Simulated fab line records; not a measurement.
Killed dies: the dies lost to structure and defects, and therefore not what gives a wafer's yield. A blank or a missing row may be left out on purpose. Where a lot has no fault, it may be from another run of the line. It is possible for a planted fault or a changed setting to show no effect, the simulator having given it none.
A single fault, viewed from 2 desks | flow sky130 | each desk has only its own numbers; what lay behind them comes last

== FROM THE METROLOGY DESK ==
What the gauges read for every lot (on any tool): the sampled wafers with a number, averaged. Any lot whose mean is over 4 standard deviations away from the usual mean is out of limits and marked OUT; that distance is given in the brackets.
Columns: A = VIA1_W_THK at SKY_VIA1_THK_MEAS_23, usual 273 nm
lot  | first seen here | A
L489 | day 33 19:35    | 269
L490 | day 34 11:43    | 276
L491 | day 34 15:19    | 278
L493 | day 34 20:22    | 276
L494 | day 34 23:26    | 276
L496 | day 36 07:21    | 270
L497 | day 36 09:19    | 273
L498 | day 36 16:41    | 282
L509 | day 40 11:51    | 273
L510 | day 40 12:46    | 272
L511 | day 40 19:17    | 271
L512 | day 41 07:08    | 268
This desk's finding: nothing out of limits on any of the 12 lots.

== AT THE TOOL OWNER'S DESK: cmp-02 ==
The tool's own readings at SKY_CONTACT_CMP_27 (polishes, stops on SiO2, t overpolish 15 s, target thk 0 nm): means of the sampled wafers that have a number, for each lot that ran on this tool. Any lot whose mean is over 4 standard deviations away from the usual mean is out of limits and marked OUT; that distance is given in the brackets.
Columns: A = motorCurrentA at SKY_CONTACT_CMP_27, usual 11.2 A; B = overpolishRunS at SKY_CONTACT_CMP_27, usual 14.999 s; C = timeToEndpointS at SKY_CONTACT_CMP_27, usual 79 s
lot  | first seen here | A    | B                       | C
L491 | day 32 08:04    | 10.4 | 14.995                  | 83
L493 | day 32 12:25    | 11.1 | 14.996                  | 75
L496 | day 33 23:08    | 10.9 | 15.004                  | 81
L497 | day 34 00:32    | 10.8 | 15.006                  | 78
L498 | day 34 07:47    | 11.3 | 14.996                  | 81
L499 | day 34 19:17    | 10.8 | 0.041 (-99 or more) OUT | 126 (+12) OUT
L501 | day 35 20:22    | 10.6 | 0.037 (-99 or more) OUT | 126 (+12) OUT
L509 | day 38 04:41    | 11.5 | 14.997                  | 80
L510 | day 38 06:25    | 11.3 | 14.994                  | 77
L511 | day 38 14:14    | 11.4 | 14.987                  | 80
L512 | day 39 02:43    | 11.5 | 15.002                  | 76
Finding of this desk: L499, L501 out of limits; the first was L499 at day 34 19:17, on overpolishRunS at SKY_CONTACT_CMP_27. L491, L493, L496, L497, L498, L509, L510, L511, L512 stayed within limits.

== BROUGHT TOGETHER ==
The tool owner's desk could have raised an alarm at day 34 19:17, on L499, L501.
From the metrology desk's view, nothing was out of limits.
The metrology desk has no number on record for L499, L501.
SKY_CONTACT_CMP_27 was run on cmp-02 by each of the lots named.

== WHAT THE SIMULATOR PUT IN ==
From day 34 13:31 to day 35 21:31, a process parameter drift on cmp-02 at SKY_CONTACT_CMP_27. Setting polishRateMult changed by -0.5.
Struck lots among those shown: L499, L501.
Each desk's first reading out of limits, in hours after the fault started: the tool owner's desk, 6.
